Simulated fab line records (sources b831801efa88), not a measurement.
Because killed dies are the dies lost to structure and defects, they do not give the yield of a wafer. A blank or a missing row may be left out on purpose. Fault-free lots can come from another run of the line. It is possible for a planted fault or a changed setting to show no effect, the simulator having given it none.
Split-lot trial	flow sky130	route with 708 steps; 5 lots, 23 wafers read

## SPLIT DETAILS
At SKY_SONOS_ONO_DEVELOP_12 (develop time 60 s), the setting dev temp c was moved away from the recipe's 23 C on 9 of the 23 wafers read, by -4.1% to +14.0%. For the rest of the wafers, this setting stayed at what the recipe calls for.

Split to reading: the file shows no intervening step.

## THE READING
cd nm (nm) at SKY_SONOS_ONO_CD_MEAS_13, where the cd target is 410 nm. A value of 410.4 nm with a standard deviation of 2.1 nm is what fault-free wafers of this fab line usually give.

wafer	tool, chamber at the split	dev temp c as run, C	against the recipe	cd nm, nm	against lot-mates on the recipe
L074.1	litho track-04, 0	23	recipe	410.5	-
L074.3	litho track-04, 0	23	recipe	411.7	-
L074.4	litho track-04, 0	23	recipe	408.9	-
L074.5	litho track-04, 0	23	recipe	411.5	-
L074.6	litho track-04, 0	23	recipe	410.5	-
L076.2	litho track-03, 0	23	recipe	408.6	-
L076.4	litho track-03, 0	23	recipe	408.3	-
L076.6	litho track-03, 0	23	recipe	408.9	-
L077.1	litho track-03, 0	22.06	-4.1%	403.5	-6.0
L077.2	litho track-03, 0	22.06	-4.1%	406.7	-2.8
L077.3	litho track-03, 0	22.06	-4.1%	404.8	-4.7
L077.4	litho track-03, 0	23	recipe	408.1	-
L077.6	litho track-03, 0	23	recipe	410.8	-
L079.1	litho track-03, 0	23	recipe	410.2	-
L079.2	litho track-03, 0	23	recipe	410.0	-
L079.3	litho track-03, 0	25.01	+8.7%	415.1	+5.0
L079.4	litho track-03, 0	25.01	+8.7%	416.5	+6.4
L079.5	litho track-03, 0	25.01	+8.7%	417.6	+7.5
L084.2	litho track-01, 0	26.22	+14.0%	419.6	+9.1
L084.3	litho track-01, 0	23	recipe	410.7	-
L084.4	litho track-01, 0	23	recipe	410.3	-
L084.5	litho track-01, 0	26.22	+14.0%	420.6	+10.1
L084.6	litho track-01, 0	26.22	+14.0%	420.4	+9.9

THE FIT
A straight line over all 23 wafers: cd nm changes by +0.787 nm for each +1% of dev temp c; r = +0.96; the points scatter about the line by 1.3 nm.
The same after taking each lot's own level away (the mean of its wafers on the recipe; 23 wafers): +0.742 nm for each +1%; r = +0.97; scatter 1.1 nm.
On that fit, the largest move of dev temp c shifts the reading by 10 nm.
The lots' own levels span 408.60 to 410.62 nm, that is 1.0 times the standard deviation above.
Hence the lot-to-lot level has little effect on the slope; both slopes agree.
Check: for one of the wafers moved furthest among these (+14.0%), held out of the fit, the line's prediction against its lot-mates is +10.4 nm. It came out at +9.1 nm against them.

## OTHER SPLITS APPLIED TO THESE WAFERS
Before the reading, these wafers also passed through other splits. Each is held against what the fit with the lots' levels taken away leaves over:
other split on the same wafers	wafers away from the commonest value	r with cd nm (lot level and that fit taken away)
SKY_VT_ADJUST_NCORE_COAT_02 resist thk nm	11	-0.09
SKY_VT_ADJUST_HVTR_COAT_02 spin rpm	11	-0.14
SKY_VT_ADJUST_HVTR_DEVELOP_06 dev temp c	10	+0.13
SKY_VT_ADJUST_PCH_IMPLANT_08 dose cm2	12	+0.09
SKY_SONOS_TUNNEL_EXPOSE_04 dose mj	8	+0.30
SKY_SONOS_TUNNEL_DEVELOP_06 develop time s	10	+0.15
SKY_SONOS_ONO_CVD_04 pressure mtorr	15	-0.06

## THE WHOLE CHAIN: every reading that the file lists as answering this split, in the file's order
step	what it does	reading	change (the file's fit)	r (the file's)
SKY_SONOS_ONO_CD_MEAS_13	target cd 410 nm	cd nm	+0.72 nm for each +1% of the setting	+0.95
SKY_SONOS_ONO_ETCH_15	etches the open film in CHF3/O2, target depth 19.52 nm, time 7.8 s	SONOS_ONO.cd nm (the simulator's own value, which no gauge read)	+0.722 nm for each +1% of the setting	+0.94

## THE FILE'S OWN FIT
cd nm changes by +0.72 nm for each +1% of dev temp c, r = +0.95.
